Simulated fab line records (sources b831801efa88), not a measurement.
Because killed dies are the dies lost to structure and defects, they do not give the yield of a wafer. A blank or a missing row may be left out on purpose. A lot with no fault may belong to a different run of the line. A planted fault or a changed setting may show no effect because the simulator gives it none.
fab line records	flow sky130	part 1 of 2: steps 1 to 28 of 40
record lots=5	wafers=15	last_day=49
route steps=708 shown VIA4@658 METAL5@661 PASSIVATION@681 PAD_OPEN@694
lots that met no fault: from a run of the same line without faults
start_h: hours from the record's opening day to when the first of the lot's shown wafers began	wait_h: hours elapsed since this lot's preceding step	" same as the row above	L1.1+2: a single row standing in for several wafers	- no value, or no start given	* or withheld: withheld	< > ~ a bound
route shown NAME@n: a module of which the file shows steps, and the number in the route of the first	usual: mean/standard deviation of fault-free wafers	same: alike in all rows	chamber/n: place in a boat	sites: readings site by site	_std_site: how widely they spread, as a standard deviation	_edge_site: the outer-site mean with the inner-site mean subtracted	radius_mm: for every site, how far away it sits from the centre of the wafer	mask NAME#n: copy n	behind: the tool/chamber that last shaped the wafer	hold: why the lot went on hold/how many hours it stayed there/how the hold came to an end	device: whichever transistor did not switch (one of n, p or np)	end of line: tests of these same wafers at the route's end	step lacking rows: just its recipe	killed: count of dies lost to structure and defects at first sort (not the wafer's yield)	map: a wafer's dies, x killed, . not, _ none there
set.NAME: setting as actually run; set.NAME@STEP: the setting as run at that earlier step	model.NAME: the simulator's own value behind a step, which no gauge read
a table for each step, a row for each wafer; lots at some steps of the route
services: a tool's chamber out of use, with start hour (start_h, from the record's first day; less than 0 if before it), hours out, and reason
## steps
# step SKY_VIA4_RS_MEAS_19
# recipe thk_meas_gauge=four-point-probe	reads=W_of_VIA4_CVD_18+TiN_of_VIA4_SPUTTER_17
# usual VIA4_W_RS=0.2250/0.003
lot.wafer	tool	chamber	start_h	wait_h	VIA4_W_RS[ohm/sq]
L078.1	film_metro-03	-	1025.65	0.1	0.2286
L078.3	"	-	"	"	0.2278
L078.6	"	-	"	"	0.2273
L079.1	film_metro-04	-	1037.76	0.1	0.2245
L079.4	"	-	"	"	0.2227
L079.5	"	-	"	"	0.2261
L083.3	film_metro-03	-	1064.39	0.1	0.2250
L083.4	"	-	"	"	0.2274
L083.5	"	-	"	"	0.2249
L091.1	film_metro-04	-	1124.36	0.1	0.2269
L091.4	"	-	"	"	0.2313
L091.6	"	-	"	"	0.2295
L092.1	film_metro-04	-	1125.47	0.1	0.2216
L092.4	"	-	"	"	0.2234
L092.5	"	-	"	"	0.2217
# step SKY_VIA4_THK_MEAS_20
# recipe thk_meas_gauge=xrf	reads=W_of_VIA4_CVD_18
# usual VIA4_W_THK=495/9
lot.wafer	tool	chamber	start_h	wait_h	VIA4_W_THK[nm]
L078.1	film_metro-03	-	1025.77	0.1	497
L078.3	"	-	"	"	499
L078.6	"	-	"	"	494
L079.1	film_metro-04	-	1037.88	0.1	493
L079.4	"	-	"	"	496
L079.5	"	-	"	"	486
L083.3	film_metro-03	-	1064.49	0.1	499
L083.4	"	-	"	"	491
L083.5	"	-	"	"	495
L091.1	film_metro-04	-	1124.48	0.1	486
L091.4	"	-	"	"	479
L091.6	"	-	"	"	477
L092.1	film_metro-04	-	1125.59	0.1	497
L092.4	"	-	"	"	491
L092.5	"	-	"	"	498
# step SKY_VIA4_CMP_21
# recipe stop_on=SiO2	t_overpolish_s=25	down_force_psi=3.5	platen_rpm=60	target_thk_nm=0	pad_velocity_m_s=0.94248
# usual motor_current_A=11.0/0.93	overpolish_run_s=24.999/0.01	time_to_endpoint_s=121/5.6
lot.wafer	tool	chamber	start_h	wait_h	motor_current_A	overpolish_run_s	time_to_endpoint_s
L078.3	cmp-01	2	1025.83	0.0	11.1	24.989	116
L078.1	"	3	"	"	12.7	24.996	115
L078.6	"	3	"	"	12.0	24.997	117
L079.4	cmp-01	3	1037.99	0.1	12.6	24.991	119
L079.1	"	0	"	"	10.1	24.987	125
L079.5	"	3	"	"	12.2	25.016	113
L083.4	cmp-01	0	1064.53	0.0	10.6	24.984	126
L083.3	"	2	"	"	11.3	24.985	114
L083.5	"	1	"	"	10.0	24.999	116
L091.4	cmp-01	3	1124.64	0.1	12.7	24.994	116
L091.1	"	0	"	"	10.8	24.996	130
L091.6	"	1	"	"	9.9	25.013	121
L092.1	cmp-02	3	1125.75	0.1	10.3	24.989	125
L092.4	"	0	"	"	11.1	25.002	123
L092.5	"	2	"	"	10.0	24.998	129
# step SKY_METAL5_SPUTTER_00
# recipe material=Ti	target_thk_nm=15	power_w=3000	time_s=10	chamber_pressure_pa=0.4
# usual throttle_valve_pct=30.4/1.2
lot.wafer	tool	chamber	start_h	wait_h	throttle_valve_pct
L078.1	pvd_sputter-03	-	1026.13	0.2	29.2
L078.3	"	-	"	"	31.7
L078.6	"	-	"	"	29.0
L079.1	pvd_sputter-02	-	1038.24	0.1	30.6
L079.4	"	-	"	"	33.5
L079.5	"	-	"	"	30.8
L083.3	pvd_sputter-01	-	1064.83	0.1	29.9
L083.4	"	-	"	"	31.5
L083.5	"	-	"	"	30.0
L091.1	pvd_sputter-02	-	1124.84	0.1	33.2
L091.4	"	-	"	"	29.9
L091.6	"	-	"	"	30.1
L092.1	pvd_sputter-02	-	1125.95	0.1	30.7
L092.4	"	-	"	"	33.6
L092.5	"	-	"	"	31.0
# step SKY_METAL5_SPUTTER_01
# recipe material=TiN	target_thk_nm=20	power_w=6500	time_s=16.7	chamber_pressure_pa=0.4
# usual throttle_valve_pct=30.4/1.2
lot.wafer	tool	chamber	start_h	wait_h	throttle_valve_pct
L078.1	pvd_sputter-03	-	1026.15	0.0	29.4
L078.3	"	-	"	"	31.5
L078.6	"	-	"	"	29.1
L079.1	pvd_sputter-02	-	1038.27	0.0	30.5
L079.4	"	-	"	"	33.2
L079.5	"	-	"	"	30.9
L083.3	pvd_sputter-01	-	1064.85	0.0	29.9
L083.4	"	-	"	"	31.2
L083.5	"	-	"	"	29.7
L091.1	pvd_sputter-02	-	1124.87	0.0	33.2
L091.4	"	-	"	"	30.3
L091.6	"	-	"	"	30.1
L092.1	pvd_sputter-02	-	1125.97	0.0	30.3
L092.4	"	-	"	"	33.3
L092.5	"	-	"	"	30.8
# step SKY_METAL5_SPUTTER_02
# recipe material=AlCu	target_thk_nm=1150	power_w=10600	time_s=61.2	chamber_pressure_pa=0.4
# usual throttle_valve_pct=30.4/1.2
lot.wafer	tool	chamber	start_h	wait_h	throttle_valve_pct
L078.1	pvd_sputter-03	-	1026.18	0.0	29.1
L078.3	"	-	"	"	31.6
L078.6	"	-	"	"	29.1
L079.1	pvd_sputter-02	-	1038.29	0.0	30.6
L079.4	"	-	"	"	33.2
L079.5	"	-	"	"	31.3
L083.3	pvd_sputter-01	-	1064.88	0.0	29.9
L083.4	"	-	"	"	31.3
L083.5	"	-	"	"	29.9
L091.1	pvd_sputter-02	-	1124.89	0.0	33.4
L091.4	"	-	"	"	30.3
L091.6	"	-	"	"	29.9
L092.1	pvd_sputter-02	-	1125.99	0.0	30.4
L092.4	"	-	"	"	33.6
L092.5	"	-	"	"	30.9
# step SKY_METAL5_SPUTTER_03
# recipe material=Ti	target_thk_nm=5	power_w=3000	time_s=3.3	chamber_pressure_pa=0.4
# usual throttle_valve_pct=30.4/1.3
lot.wafer	tool	chamber	start_h	wait_h	throttle_valve_pct
L078.1	pvd_sputter-03	-	1026.23	0.0	29.1
L078.3	"	-	"	"	31.6
L078.6	"	-	"	"	29.1
L079.1	pvd_sputter-02	-	1038.34	0.0	30.3
L079.4	"	-	"	"	33.7
L079.5	"	-	"	"	31.0
L083.3	pvd_sputter-01	-	1064.93	0.0	30.0
L083.4	"	-	"	"	31.1
L083.5	"	-	"	"	29.8
L091.1	pvd_sputter-02	-	1124.94	0.0	33.4
L091.4	"	-	"	"	30.1
L091.6	"	-	"	"	30.0
L092.1	pvd_sputter-02	-	1126.04	0.0	30.4
L092.4	"	-	"	"	33.5
L092.5	"	-	"	"	31.3
# step SKY_METAL5_SPUTTER_04
# recipe material=TiN	target_thk_nm=70	power_w=6500	time_s=58.3	chamber_pressure_pa=0.4
# usual throttle_valve_pct=30.4/1.3
lot.wafer	tool	chamber	start_h	wait_h	throttle_valve_pct
L078.1	pvd_sputter-03	-	1026.25	0.0	29.1
L078.3	"	-	"	"	31.8
L078.6	"	-	"	"	29.0
L079.1	pvd_sputter-02	-	1038.36	0.0	30.4
L079.4	"	-	"	"	33.3
L079.5	"	-	"	"	30.9
L083.3	pvd_sputter-01	-	1064.95	0.0	29.7
L083.4	"	-	"	"	30.9
L083.5	"	-	"	"	29.8
L091.1	pvd_sputter-02	-	1124.96	0.0	33.7
L091.4	"	-	"	"	30.3
L091.6	"	-	"	"	30.0
L092.1	pvd_sputter-02	-	1126.06	0.0	30.5
L092.4	"	-	"	"	33.8
L092.5	"	-	"	"	31.0
# step SKY_METAL5_RS_MEAS_05
# recipe thk_meas_gauge=four-point-probe	reads=TiN_of_METAL5_SPUTTER_04+Ti_of_METAL5_SPUTTER_03+AlCu_of_METAL5_SPUTTER_02+TiN_of_METAL5_SPUTTER_01+Ti_of_METAL5_SPUTTER_00
# usual METAL5_ALCU_RS=0.02706/0.0003
lot.wafer	tool	chamber	start_h	wait_h	METAL5_ALCU_RS[ohm/sq]
L078.1	film_metro-02	-	1026.30	0.0	0.02726
L078.3	"	-	"	"	0.02724
L078.6	"	-	"	"	0.02705
L079.1	film_metro-02	-	1038.41	0.0	0.02728
L079.4	"	-	"	"	0.02644
L079.5	"	-	"	"	0.02721
L083.3	film_metro-02	-	1065.04	0.1	0.02688
L083.4	"	-	"	"	0.0271
L083.5	"	-	"	"	0.027
L091.1	film_metro-03	-	1125.01	0.0	0.02645
L091.4	"	-	"	"	0.02714
L091.6	"	-	"	"	0.02713
L092.1	film_metro-04	-	1126.11	0.0	0.02723
L092.4	"	-	"	"	0.02702
L092.5	"	-	"	"	0.02696
# step SKY_METAL5_THK_MEAS_06
# recipe thk_meas_gauge=xrf	reads=AlCu_of_METAL5_SPUTTER_02
# usual METAL5_ALCU_THK=1152/14
lot.wafer	tool	chamber	start_h	wait_h	METAL5_ALCU_THK[nm]
L078.1	film_metro-02	-	1026.42	0.1	1139
L078.3	"	-	"	"	1139
L078.6	"	-	"	"	1142
L079.1	film_metro-02	-	1038.53	0.1	1150
L079.4	"	-	"	"	1185
L079.5	"	-	"	"	1150
L083.3	film_metro-02	-	1065.14	0.1	1156
L083.4	"	-	"	"	1147
L083.5	"	-	"	"	1151
L091.1	film_metro-03	-	1125.13	0.1	1187
L091.4	"	-	"	"	1161
L091.6	"	-	"	"	1156
L092.1	film_metro-04	-	1126.23	0.1	1150
L092.4	"	-	"	"	1156
L092.5	"	-	"	"	1158
# step SKY_METAL5_DEHYDRATE_07
# recipe temp_c=200	time_s=60
lot.wafer	tool	chamber	start_h	wait_h
L078.1+3+6	litho_track-03	0	1037.02	10.6
L079.1+4+5	litho_track-01	0	1049.03	10.5
L083.3+4+5	litho_track-04	0	1075.09	9.9
L091.1+4+6	litho_track-04	0	1134.04	8.9
L092.1+4+5	litho_track-01	0	1135.03	8.8
# step SKY_METAL5_HMDS_08
# recipe prime_time_s=60	prime_temp_c=120
# usual prime_temp_c=119.98/0.13
lot.wafer	tool	chamber	start_h	wait_h	prime_temp_c
L078.1	litho_track-03	0	1037.17	0.1	120.04
L078.3	"	0	"	"	119.96
L078.6	"	0	"	"	120.16
L079.1	litho_track-01	0	1049.18	0.1	119.84
L079.4	"	0	"	"	120.15
L079.5	"	0	"	"	120.04
L083.3	litho_track-04	0	1075.24	0.1	120.04
L083.4	"	0	"	"	119.87
L083.5	"	0	"	"	120.03
L091.1	litho_track-04	0	1134.19	0.1	119.97
L091.4	"	0	"	"	119.86
L091.6	"	0	"	"	119.97
L092.1	litho_track-01	0	1135.18	0.1	119.94
L092.4	"	0	"	"	120.14
L092.5	"	0	"	"	119.91
# step SKY_METAL5_COAT_09
# recipe resist=NOVOLAK	spin_rpm=3000	resist_thk_nm=1800
lot.wafer	tool	chamber	start_h	wait_h
L078.1+3+6	litho_track-03	0	1037.32	0.1
L079.1+4+5	litho_track-01	0	1049.33	0.1
L083.3+4+5	litho_track-04	0	1075.39	0.1
L091.1+4+6	litho_track-04	0	1134.34	0.1
L092.1+4+5	litho_track-01	0	1135.33	0.1
# step SKY_METAL5_SOFTBAKE_10
# recipe temp_c=90	time_s=60	resist=NOVOLAK
lot.wafer	tool	chamber	start_h	wait_h
L078.1+3+6	litho_track-03	0	1037.47	0.1
L079.1+4+5	litho_track-01	0	1049.48	0.1
L083.3+4+5	litho_track-04	0	1075.54	0.1
L091.1+4+6	litho_track-04	0	1134.49	0.1
L092.1+4+5	litho_track-01	0	1135.48	0.1
# step SKY_METAL5_EXPOSE_11
# recipe mask_id=MM5	na=0.6	source_shape=conventional	sigma_outer=0.6	polarization=unpolarized	target_cd_nm=1600	dose_mj=190
lot.wafer	tool	chamber	start_h	wait_h	mask
L078.1+3+6	iline_stepper-02	0	-	-	MM5#0
L079.1+4+5	iline_stepper-01	0	-	-	MM5#0
L083.3+4+5	iline_stepper-01	0	-	-	MM5#0
L091.1+4+6	iline_stepper-01	0	-	-	MM5#0
L092.1+4+5	iline_stepper-02	0	-	-	MM5#0
# step SKY_METAL5_PEB_12
# recipe temp_c=withheld	time_s=*	resist=NOVOLAK
lot.wafer	tool	chamber	start_h	wait_h
L078.1+3+6	litho_track-01	0	-	-
L079.1+4+5	litho_track-01	0	-	-
L083.3+4+5	litho_track-04	0	-	-
L091.1+4+6	litho_track-04	0	-	-
L092.1+4+5	litho_track-03	0	-	-
# step SKY_METAL5_DEVELOP_13
# recipe resist=NOVOLAK	developer=TMAH	develop_time_s=60	dev_temp_c=23
lot.wafer	tool	chamber	start_h	wait_h
L078.1+3+6	litho_track-01	0	1048.53	0.1
L079.1+4+5	litho_track-01	0	1060.03	0.1
L083.3+4+5	litho_track-04	0	1084.84	0.1
L091.1+4+6	litho_track-04	0	1143.24	0.1
L092.1+4+5	litho_track-03	0	1144.62	0.1
# step SKY_METAL5_DESCUM_14
# recipe chemistry=O2	source_power_w=150	bias_power_w=0	pressure_mtorr=10	temp_c=40	time_s=11
# usual drypump_motor_current_A=5.7/0.34	oes_product_au=1.010/0.013
lot.wafer	tool	chamber	start_h	wait_h	drypump_motor_current_A	oes_product_au	rf_hours_counter_h
L078.1	rie_metal-01	0	1048.68	0.1	6.4	0.992	8
L078.3	"	0	"	"	6.4	0.995	-
L078.6	"	1	"	"	5.2	0.992	-
L079.1	rie_metal-02	0	1060.18	0.1	5.6	1.008	15
L079.4	"	0	"	"	5.6	1.021	-
L079.5	"	0	"	"	5.7	1.015	-
L083.3	rie_metal-03	0	1084.97	0.1	5.7	1.034	-
L083.4	"	0	"	"	5.7	1.015	-
L083.5	"	0	"	"	5.7	1.022	-
L091.1	rie_metal-02	0	1143.39	0.1	5.7	1.032	22
L091.4	"	1	"	"	5.4	0.996	-
L091.6	"	0	"	"	5.7	1.029	-
L092.1	rie_metal-01	1	1144.77	0.1	5.2	1.003	27
L092.4	"	0	"	"	6.4	1.000	-
L092.5	"	0	"	"	6.4	1.009	-
# step SKY_METAL5_METAL_ETCH_15
# recipe target_depth_a=12600	stop_on=SiO2	over_etch_frac=0.2	time_s=252	chemistry=Cl2/BCl3	resist_sidewall_deg=86	pressure_mtorr=10	icp_w=900	bias_w=48.5	Cl2_flow_sccm=60	bcl3_flow_sccm=30
# usual drypump_motor_current_A=5.7/0.34	oes_product_au=0.894/0.0048	throttle_valve_pct=22.264/0.0089
lot.wafer	tool	chamber	start_h	wait_h	drypump_motor_current_A	oes_product_au	rf_hours_counter_h	throttle_valve_pct
L078.1	rie_metal-01	0	1048.71	0.0	6.3	0.900	8	22.269
L078.3	"	0	"	"	6.4	0.890	-	22.268
L078.6	"	1	"	"	5.2	0.890	-	22.264
L079.1	rie_metal-02	0	1060.21	0.0	5.7	0.894	15	22.276
L079.4	"	0	"	"	5.7	0.899	-	22.254
L079.5	"	0	"	"	5.7	0.890	-	22.263
L083.3	rie_metal-03	0	1085.17	0.2	5.7	0.893	-	22.264
L083.4	"	0	"	"	5.7	0.891	-	22.258
L083.5	"	0	"	"	5.7	0.897	-	22.281
L091.1	rie_metal-02	0	1143.43	0.0	5.7	0.897	22	22.262
L091.4	"	1	"	"	5.4	0.892	-	22.249
L091.6	"	0	"	"	5.7	0.892	-	22.249
L092.1	rie_metal-01	1	1144.81	0.0	5.2	0.896	27	22.258
L092.4	"	0	"	"	6.4	0.890	-	22.266
L092.5	"	0	"	"	6.4	0.895	-	22.236
# step SKY_METAL5_STRIP_16
# recipe chemistry=O2/N2	power_w=1400	pressure_mtorr=1500	platen_temp_c=withheld	o2_flow_sccm=3000	n2_flow_sccm=300	overash_fraction=0.5
# usual drypump_motor_current_A=5.6/0.44	o2_flow_sccm=3001/8.6	oes_product_au=0.710/0.0047	strip_time_to_endpoint_s=12.94/0.14
lot.wafer	tool	chamber	start_h	wait_h	drypump_motor_current_A	o2_flow_sccm	oes_product_au	rf_hours_counter_h	strip_time_to_endpoint_s
L078.1	plasma_asher-03	0	1048.94	0.2	6.0	3009	0.714	29	13.10
L078.3	"	1	"	"	5.4	3005	0.710	-	13.03
L078.6	"	0	"	"	6.0	3000	0.701	-	13.07
L079.1	plasma_asher-03	1	1060.44	0.2	5.4	2990	0.717	30	12.80
L079.4	"	0	"	"	6.0	3006	0.708	-	12.78
L079.5	"	1	"	"	5.4	2988	0.712	-	12.81
L083.3	plasma_asher-03	1	1085.52	0.3	5.4	2984	0.706	-	12.77
L083.4	"	0	"	"	6.0	2995	0.709	-	12.68
L083.5	"	0	"	"	6.0	3002	0.714	-	12.71
L091.1	plasma_asher-01	0	1143.66	0.2	6.1	3007	0.717	103	12.77
L091.4	"	1	"	"	5.6	3008	0.712	-	13.13
L091.6	"	0	"	"	6.1	2999	0.713	-	12.83
L092.1	plasma_asher-02	1	1145.04	0.2	4.8	3012	0.717	8	13.11
L092.4	"	1	"	"	4.8	3021	0.709	-	13.06
L092.5	"	1	"	"	4.8	3016	0.715	-	12.94
# step SKY_METAL5_STRIP_17
# recipe chemistry=post_etch_residue_remover	time_s=1200	temp_c=72.5
lot.wafer	tool	chamber	start_h	wait_h
L078.1+3+6	wet_bench-03	3	1049.07	0.1
L079.1+4+5	wet_bench-03	1	1060.54	0.1
L083.3+4+5	wet_bench-01	2	1085.61	0.1
L091.1+4+6	wet_bench-03	2	1143.76	0.1
L092.1+4+5	wet_bench-04	1	1145.14	0.1
# step SKY_METAL5_CLEAN_18
# recipe chemistry=IPA	time_s=180	temp_c=25
lot.wafer	tool	chamber	start_h	wait_h
L078.1+3+6	wet_bench-03	0	1049.44	0.0
L079.1+4+5	wet_bench-01	3	1061.23	0.0
L083.3+4+5	wet_bench-04	3	1085.95	0.0
L091.1+4+6	wet_bench-01	2	1144.14	0.0
L092.1+4+5	wet_bench-04	1	1145.52	0.0
# step SKY_METAL5_CLEAN_19
# recipe chemistry=O3/DIW	dry=n2_spin
lot.wafer	tool	chamber	start_h	wait_h
L078.1+3+6	wet_bench-01	1	1049.50	0.0
L079.1+4+5	wet_bench-04	2	1061.29	0.0
L083.3+4+5	wet_bench-01	3	1086.01	0.0
L091.1+4+6	wet_bench-03	3	1144.19	0.0
L092.1+4+5	wet_bench-04	1	1145.58	0.0
# step SKY_PASSIVATION_CVD_00
# recipe material=SiO2	target_thk_nm=90	temp_c=400	time_s=withheld	rf_w=600
# usual heater_power_w=749/160
lot.wafer	tool	chamber	start_h	wait_h	heater_power_w
L078.1	pecvd-02	0	1049.59	0.0	888
L078.3	"	1	"	"	741
L078.6	"	0	"	"	879
L079.1	pecvd-04	0	1061.39	0.0	653
L079.4	"	2	"	"	639
L079.5	"	1	"	"	653
L083.3	pecvd-04	0	1086.10	0.0	658
L083.4	"	0	"	"	644
L083.5	"	2	"	"	526
L091.1	pecvd-04	0	1144.29	0.0	542
L091.4	"	2	"	"	626
L091.6	"	0	"	"	535
L092.1	pecvd-03	2	1145.68	0.0	609
L092.4	"	0	"	"	723
L092.5	"	1	"	"	879
# step SKY_PASSIVATION_THK_MEAS_01
# recipe reads=SiO2_of_PASSIVATION_CVD_00
# usual PASSIVATION_CVD_00_THK=90.0/1.5
lot.wafer	tool	chamber	start_h	wait_h	PASSIVATION_CVD_00_THK[nm]
L078.1	film_metro-01	-	1049.62	-	89.4
L078.3	"	-	"	"	88.9
L078.6	"	-	"	"	91.3
L079.1	film_metro-03	-	1061.41	-	89.2
L079.4	"	-	"	"	92.7
L079.5	"	-	"	"	90.4
L083.3	film_metro-03	-	1086.14	-	88.3
L083.4	"	-	"	"	89.4
L083.5	"	-	"	"	91.6
L091.1	film_metro-01	-	1144.32	-	88.8
L091.4	"	-	"	"	92.8
L091.6	"	-	"	"	90.5
L092.1	film_metro-03	-	1145.70	-	91.0
L092.4	"	-	"	"	90.5
L092.5	"	-	"	"	89.7
# step SKY_PASSIVATION_CVD_02
# recipe material=Si3N4	target_thk_nm=540	temp_c=400	time_s=withheld	rf_w=450
# usual heater_power_w=831/170
lot.wafer	tool	chamber	start_h	wait_h	heater_power_w
L078.1	pecvd-04	0	1049.68	0.1	627
L078.3	"	1	"	"	602
L078.6	"	0	"	"	636
L079.1	pecvd-02	0	1061.47	0.1	819
L079.4	"	0	"	"	849
L079.5	"	1	"	"	764
L083.3	pecvd-03	1	1086.18	0.0	1082
L083.4	"	2	"	"	640
L083.5	"	0	"	"	877
L091.1	pecvd-02	2	1144.38	0.1	1023
L091.4	"	1	"	"	636
L091.6	"	2	"	"	1138
L092.1	pecvd-04	0	1145.76	0.1	676
L092.4	"	2	"	"	670
L092.5	"	0	"	"	663
# step SKY_PASSIVATION_THK_MEAS_03
# recipe reads=Si3N4_of_PASSIVATION_CVD_02
# usual PASSIVATION_CVD_02_THK=542/8.7
lot.wafer	tool	chamber	start_h	wait_h	PASSIVATION_CVD_02_THK[nm]
L078.1	film_metro-01	-	1049.90	-	539
L078.3	"	-	"	"	544
L078.6	"	-	"	"	547
L079.1	film_metro-01	-	1061.70	-	551
L079.4	"	-	"	"	559
L079.5	"	-	"	"	557
L083.3	film_metro-01	-	1086.42	-	529
L083.4	"	-	"	"	537
L083.5	"	-	"	"	544
L091.1	film_metro-01	-	1144.71	-	534
L091.4	"	-	"	"	548
L091.6	"	-	"	"	540
L092.1	film_metro-01	-	1145.99	-	544
L092.4	"	-	"	"	560
L092.5	"	-	"	"	547
# step SKY_PASSIVATION_DEHYDRATE_04
# recipe temp_c=200	time_s=60
lot.wafer	tool	chamber	start_h	wait_h
L078.1+3+6	litho_track-02	0	1059.75	9.8
L079.1+4+5	litho_track-02	0	1071.90	10.2
L083.3+4+5	litho_track-02	0	1096.25	9.8
L091.1+4+6	litho_track-01	0	1153.03	8.3
L092.1+4+5	litho_track-02	0	1154.25	8.3
